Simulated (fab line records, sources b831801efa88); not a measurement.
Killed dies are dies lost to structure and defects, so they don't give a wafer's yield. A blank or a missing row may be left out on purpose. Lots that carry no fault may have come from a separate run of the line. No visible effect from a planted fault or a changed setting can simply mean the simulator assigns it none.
Which tool was responsible? :: flow sky130 :: 7 lots, 21 wafers sampled, at 1 step of a route of 708

WHAT THE GAUGES READ, wafer by wafer
SKY_METAL2_OVL_MEAS_16.
lot: L679
measured: day 36 10:31
on: overlay-02
METAL2_OVL (nm): 2 6 0

lot: L685
measured: day 37 20:31
on: overlay-02
METAL2_OVL (nm): 3 5 5

lot: L690
measured: day 39 11:48
on: overlay-02
METAL2_OVL (nm): 3 19 4

lot: L692
measured: day 40 01:18
on: overlay-01
METAL2_OVL (nm): 1 -3 6

lot: L694
measured: day 41 00:25
on: overlay-02
METAL2_OVL (nm): -10 5 0

lot: L696
measured: day 41 06:22
on: overlay-02
METAL2_OVL (nm): 11 13 1

lot: L699
measured: day 42 02:41
on: overlay-01
METAL2_OVL (nm): -2 2 -5

WHICH TOOL RAN EACH LOT (tool, then ch and the chambers of the sampled wafers, then the start)
The record holds no process step before these readings.

THE ANSWER, worked out from the rows above alone
Rule: the lots themselves supply what counts as usual. Put in order of their means at a reading, lots are off if they are a third of the lots or fewer, leave a main group of 4 or more, and stand apart from it by a gap of 3 or more times the standard deviation of the main group's means; of several such gaps the widest counts. If all means in a main group match to the digits the tables above print for the reading, that group is not used. A lot without any number at a reading at which 4 lots or more have one is off too. All remaining lots with rows at the step are treated as sound.
No lot is off at any reading shown: from this, nothing can be told.

WHAT THE SIMULATOR HAD PUT IN
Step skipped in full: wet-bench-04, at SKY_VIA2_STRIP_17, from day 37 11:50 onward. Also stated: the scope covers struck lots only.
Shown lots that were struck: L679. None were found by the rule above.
